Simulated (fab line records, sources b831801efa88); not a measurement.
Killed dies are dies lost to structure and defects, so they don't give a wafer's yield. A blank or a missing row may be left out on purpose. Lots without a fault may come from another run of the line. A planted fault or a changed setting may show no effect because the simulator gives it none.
Which tool did it? | flow gf180mcu | 24 lots, 72 wafers sampled, at 3 steps of a route of 602

WHAT THE GAUGES READ, wafer by wafer
GF_V2_THK_MEAS_25: measures by xrf. Usual: V2_W_THK 347 nm, standard deviation 4.2.
lot  | measured     | on            | V2_W_THK (nm) | flag
L074 | day 20 10:19 | film_metro-04 | 346 341 343   |
L075 | day 20 23:16 | film_metro-04 | 344 343 342   |
L076 | day 21 11:42 | film_metro-03 | 350 347 347   |
L077 | day 21 15:20 | film_metro-02 | 345 349 349   |
L078 | day 21 18:35 | film_metro-02 | 341 341 338   |
L079 | day 22 04:47 | film_metro-03 | 345 345 348   |
L080 | day 22 16:41 | film_metro-03 | 349 347 346   |
L081 | day 22 23:44 | film_metro-02 | 351 348 351   |
L082 | day 23 08:10 | film_metro-04 | 349 352 348   |
L083 | day 23 18:56 | film_metro-03 | 353 353 352   |
L084 | day 24 06:19 | film_metro-03 | 348 348 344   |
L085 | day 24 12:23 | film_metro-04 | 351 349 346   |
L086 | day 24 22:16 | film_metro-03 | 357 351 356   |
L087 | day 25 01:49 | film_metro-02 | 347 349 354   |
L088 | day 25 09:15 | film_metro-04 | 344 346 345   |
L089 | day 25 14:30 | film_metro-03 | 341 345 343   |
L090 | day 26 00:35 | film_metro-02 | 348 345 343   |
L091 | day 26 06:34 | film_metro-02 | 341 348 342   |
L092 | day 26 11:22 | film_metro-02 | 345 349 343   |
L093 | day 26 21:08 | film_metro-02 | 341 343 344   |
L094 | day 27 06:52 | film_metro-02 | 347 347 348   |
L095 | day 27 13:58 | film_metro-04 | 347 343 353   |
L096 | day 27 21:04 | film_metro-03 | 349 345 354   |
L097 | day 27 21:43 | film_metro-04 | 351 352 348   |

WHICH TOOL RAN EACH LOT (tool, then ch and the chambers of the sampled wafers, then the start)
lot  | GF_SALICIDE_SPUTTER_03       | GF_V2_ETCH_16
L074 | pvd_sputter-02, day 15 04:22 | rie_diel-01 ch 0,3, day 20 09:17
L075 | pvd_sputter-04, day 15 15:53 | rie_diel-04 ch 1,2, day 20 22:10
L076 | pvd_sputter-01, day 16 05:56 | rie_diel-02 ch 2,3, day 21 10:35
L077 | pvd_sputter-02, day 16 08:35 | rie_diel-04 ch 1,2,3, day 21 14:20
L078 | pvd_sputter-01, day 16 11:19 | rie_diel-01 ch 1,3, day 21 17:35
L079 | pvd_sputter-04, day 16 22:38 | rie_diel-02 ch 1,2,3, day 22 03:45
L080 | pvd_sputter-02, day 17 10:33 | rie_diel-01 ch 0,1,2, day 22 15:40
L081 | pvd_sputter-02, day 17 16:06 | rie_diel-01 ch 0,1,3, day 22 22:44
L082 | pvd_sputter-04, day 18 00:19 | rie_diel-01 ch 1,2,3, day 23 07:08
L083 | pvd_sputter-01, day 18 11:22 | rie_diel-04 ch 1,2,3, day 23 17:57
L084 | pvd_sputter-04, day 18 23:53 | rie_diel-01 ch 1,3, day 24 05:19
L085 | pvd_sputter-04, day 19 07:37 | rie_diel-02 ch 2,3, day 24 11:23
L086 | pvd_sputter-04, day 19 18:35 | rie_diel-01 ch 0,1,2, day 24 21:16
L087 | pvd_sputter-01, day 19 21:29 | rie_diel-01 ch 0,1,3, day 25 00:43
L088 | pvd_sputter-04, day 20 06:52 | rie_diel-02 ch 0,2,3, day 25 08:14
L089 | pvd_sputter-04, day 20 11:41 | rie_diel-04 ch 0,2,3, day 25 13:31
L090 | pvd_sputter-04, day 21 00:48 | rie_diel-01 ch 0,1, day 25 23:33
L091 | pvd_sputter-04, day 21 06:48 | rie_diel-04 ch 0,1,3, day 26 05:34
L092 | pvd_sputter-02, day 21 13:41 | rie_diel-02 ch 0,1,3, day 26 10:22
L093 | pvd_sputter-02, day 21 23:28 | rie_diel-02 ch 1,2,3, day 26 20:08
L094 | pvd_sputter-04, day 22 09:22 | rie_diel-01 ch 1,3, day 27 05:52
L095 | pvd_sputter-01, day 22 17:41 | rie_diel-02 ch 0,1, day 27 12:58
L096 | pvd_sputter-04, day 23 01:26 | rie_diel-01 ch 1,2, day 27 20:03
L097 | pvd_sputter-01, day 23 02:58 | rie_diel-02 ch 1,2, day 27 20:42
- GF_SALICIDE_SPUTTER_03: material TiN, target thk 20 nm, time 16.7 s.
- GF_V2_ETCH_16: etches BARC in N2/H2.

WHAT THE TOOLS THEMSELVES READ (means of the sampled wafers that have a number; where no wafer has one, the mark that the record gives instead)
GF_SALICIDE_SPUTTER_03. Usual: cathode_dc_power_W 6499.9 W, standard deviation 1.2; throttle_valve_pct 30.0 %, standard deviation 0.91.
lot  | tool           | cathode_dc_power_W (W) | throttle_valve_pct (%) | flag
L074 | pvd_sputter-02 | 6498.5                 | 29.8                   |
L075 | pvd_sputter-04 | 6500.6                 | 29.5                   |
L076 | pvd_sputter-01 | 6499.6                 | 30.3                   |
L077 | pvd_sputter-02 | 6499.9                 | 30.2                   |
L078 | pvd_sputter-01 | 6500.1                 | 30.3                   |
L079 | pvd_sputter-04 | 6499.2                 | 29.7                   |
L080 | pvd_sputter-02 | 6500.5                 | 30.1                   |
L081 | pvd_sputter-02 | 6500.4                 | 31.1                   |
L082 | pvd_sputter-04 | 6498.8                 | 29.6                   |
L083 | pvd_sputter-01 | 6500.5                 | 30.8                   |
L084 | pvd_sputter-04 | 6499.1                 | 29.4                   |
L085 | pvd_sputter-04 | 6499.4                 | 29.4                   |
L086 | pvd_sputter-04 | 6501.3                 | 29.4                   |
L087 | pvd_sputter-01 | 6500.2                 | 30.2                   |
L088 | pvd_sputter-04 | 6498.9                 | 29.6                   |
L089 | pvd_sputter-04 | 6499.9                 | 29.6                   |
L090 | pvd_sputter-04 | 6499.7                 | 29.4                   |
L091 | pvd_sputter-04 | 6500.7                 | 29.4                   |
L092 | pvd_sputter-02 | 6500.1                 | 29.0                   |
L093 | pvd_sputter-02 | 6500.7                 | 31.3                   |
L094 | pvd_sputter-04 | 6499.0                 | 29.4                   |
L095 | pvd_sputter-01 | 6500.4                 | 31.0                   |
L096 | pvd_sputter-04 | 6499.5                 | 29.5                   |
L097 | pvd_sputter-01 | 6500.5                 | 30.8                   |

GF_V2_ETCH_16. Usual: drypump_motor_current_A 5.7 A, standard deviation 0.36; oes_product_au 0.855 a.u., standard deviation 0.0044; throttle_valve_pct 13.225 %, standard deviation 0.0089.
lot  | tool        | drypump_motor_current_A (A) | oes_product_au (a.u.) | throttle_valve_pct (%) | flag
L074 | rie_diel-01 | 5.7                         | 0.858                 | 13.232                 |
L075 | rie_diel-04 | 6.0                         | 0.852                 | 13.228                 |
L076 | rie_diel-02 | 5.8                         | 0.858                 | 13.230                 |
L077 | rie_diel-04 | 6.0                         | 0.852                 | 13.216                 |
L078 | rie_diel-01 | 5.8                         | 0.855                 | 13.226                 |
L079 | rie_diel-02 | 5.8                         | 0.856                 | 13.218                 |
L080 | rie_diel-01 | 5.3                         | 0.857                 | 13.225                 |
L081 | rie_diel-01 | 5.5                         | 0.850                 | 13.213                 |
L082 | rie_diel-01 | 5.7                         | 0.854                 | 13.232                 |
L083 | rie_diel-04 | 6.0                         | 0.854                 | 13.226                 |
L084 | rie_diel-01 | 5.8                         | 0.857                 | 13.221                 |
L085 | rie_diel-02 | 5.8                         | 0.849                 | 13.215                 |
L086 | rie_diel-01 | 5.3                         | 0.852                 | 13.229                 |
L087 | rie_diel-01 | 5.5                         | 0.856                 | 13.216                 |
L088 | rie_diel-02 | 5.9                         | 0.855                 | 13.227                 |
L089 | rie_diel-04 | 6.1                         | 0.851                 | 13.219                 |
L090 | rie_diel-01 | 5.3                         | 0.861                 | 13.222                 |
L091 | rie_diel-04 | 6.0                         | 0.857                 | 13.222                 |
L092 | rie_diel-02 | 5.8                         | 0.855                 | 13.220                 |
L093 | rie_diel-02 | 5.8                         | 0.856                 | 13.219                 |
L094 | rie_diel-01 | 5.6                         | 0.856                 | 13.219                 |
L095 | rie_diel-02 | 5.8                         | 0.851                 | 13.229                 |
L096 | rie_diel-01 | 5.4                         | 0.855                 | 13.231                 |
L097 | rie_diel-02 | 5.8                         | 0.856                 | 13.225                 |

THE ANSWER, worked out from the rows above alone
Rule: a lot is off if the mean of its wafers that have a number lies more than 3 standard deviations from the usual mean. A lot without any number at a reading at which 4 lots or more have one is off too. The other lots that the step has rows for count as sound. The gauges are gone through in route order, then the tools' own readings, and for those a lot's mean is taken as printed above. The first step at which some lot is off is used, and at that step the reading that is off furthest; a lot without a number counts as furthest.
No lot is off at any reading shown: from this, nothing can be told.

WHAT THE SIMULATOR HAD PUT IN
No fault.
